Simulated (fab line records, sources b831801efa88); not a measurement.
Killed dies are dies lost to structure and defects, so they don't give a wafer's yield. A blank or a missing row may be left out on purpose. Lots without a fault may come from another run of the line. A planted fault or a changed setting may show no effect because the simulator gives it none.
Which tool did it? | flow sfq_line | 14 lots, 42 wafers sampled, at 2 steps of a route of 325

WHAT THE GAUGES READ, wafer by wafer
SFQ_M7_RS_MEAS_943: measures by four-point-probe.
lot  | measured     | on            | M7_NB_RS (ohm/sq)
L906 | day 78 06:55 | film_metro-02 | 0.900 0.896 0.896
L907 | day 78 12:55 | film_metro-01 | 0.886 0.887 0.891
L909 | day 78 20:06 | film_metro-02 | 0.897 0.897 0.887
L913 | day 80 05:46 | film_metro-03 | 0.603 0.604 0.607
L915 | day 80 15:00 | film_metro-01 | 0.602 0.606 0.604
L918 | day 81 13:37 | film_metro-03 | 0.888 0.874 0.882
L919 | day 82 07:28 | film_metro-02 | 0.899 0.906 0.898
L921 | day 82 14:36 | film_metro-03 | 0.907 0.905 0.912
L923 | day 83 09:25 | film_metro-03 | 0.889 0.885 0.886
L924 | day 84 04:44 | film_metro-01 | 0.889 0.889 0.890
L925 | day 84 10:35 | film_metro-02 | 0.907 0.899 0.892
L926 | day 88 06:42 | film_metro-03 | 0.898 0.901 0.907
L927 | day 89 03:16 | film_metro-03 | 0.906 0.910 0.903
L928 | day 89 09:13 | film_metro-01 | 0.902 0.894 0.895

WHICH TOOL RAN EACH LOT (tool, then ch and the chambers of the sampled wafers, then the start)
lot  | SFQ_TRILAYER_M7_DEP_SPUTTER_175
L906 | pvd_sputter-05, day 78 06:50
L907 | pvd_sputter-03, day 78 12:49
L909 | pvd_sputter-03, day 78 20:01
L913 | pvd_sputter-03, day 80 05:37
L915 | pvd_sputter-03, day 80 14:53
L918 | pvd_sputter-06, day 81 13:32
L919 | pvd_sputter-06, day 82 07:19
L921 | pvd_sputter-05, day 82 14:31
L923 | pvd_sputter-03, day 83 09:20
L924 | pvd_sputter-05, day 84 04:39
L925 | pvd_sputter-06, day 84 10:27
L926 | pvd_sputter-06, day 88 06:35
L927 | pvd_sputter-06, day 89 03:07
L928 | pvd_sputter-03, day 89 09:07
- SFQ_TRILAYER_M7_DEP_SPUTTER_175: material Nb, target thk 200 nm, time 133.3 s.

WHAT THE TOOLS THEMSELVES READ (means of the sampled wafers that have a number; where no wafer has one, the mark that the record gives instead)
SFQ_TRILAYER_M7_DEP_SPUTTER_175.
lot  | tool           | cathode_dc_power_W (W) | throttle_valve_pct (%)
L906 | pvd_sputter-05 | 2000.2                 | 29.9
L907 | pvd_sputter-03 | 1999.4                 | 30.0
L909 | pvd_sputter-03 | 1999.9                 | 29.7
L913 | pvd_sputter-03 | 2934.3                 | 29.9
L915 | pvd_sputter-03 | 2934.1                 | 30.0
L918 | pvd_sputter-06 | 2000.5                 | 30.2
L919 | pvd_sputter-06 | 1999.6                 | 30.1
L921 | pvd_sputter-05 | 2000.0                 | 29.9
L923 | pvd_sputter-03 | 2000.2                 | 30.0
L924 | pvd_sputter-05 | 2000.2                 | 29.2
L925 | pvd_sputter-06 | 2000.2                 | 29.1
L926 | pvd_sputter-06 | 1999.9                 | 30.2
L927 | pvd_sputter-06 | 2000.1                 | 30.8
L928 | pvd_sputter-03 | 1999.7                 | 29.6

THE ANSWER, worked out from the rows above alone
Rule: what is usual is taken from the lots themselves. Put in order of their means at a reading, lots are off if they are a third of the lots or fewer, leave a main group of 4 or more, and stand apart from it by a gap of 3 or more times the standard deviation of the main group's means; of several such gaps the widest counts. A main group whose means are all the same, to the digits that the tables above print for the reading, isn't used. A lot without any number at a reading at which 4 lots or more have one is off too. The other lots that the step has rows for count as sound. The gauges are gone through in route order, then the tools' own readings, and for those a lot's mean is taken as printed above. The first step at which some lot is off is used, and at that step the reading that is off furthest; a lot without a number counts as furthest.
Off: L913, L915, at SFQ_M7_RS_MEAS_943 (M7_NB_RS). The main group: mean 0.896 ohm/sq, standard deviation 0.0079.
A tool fits if, at a process step before that reading, it ran every lot that is off, and no sound lot after the first of them. The gauges at SFQ_M7_RS_MEAS_943 aren't tried: what is off there is off at SFQ_TRILAYER_M7_DEP_SPUTTER_175 too, on other tools, and a gauge's error can't cause that. None of those tried fits.

WHAT THE SIMULATOR HAD PUT IN
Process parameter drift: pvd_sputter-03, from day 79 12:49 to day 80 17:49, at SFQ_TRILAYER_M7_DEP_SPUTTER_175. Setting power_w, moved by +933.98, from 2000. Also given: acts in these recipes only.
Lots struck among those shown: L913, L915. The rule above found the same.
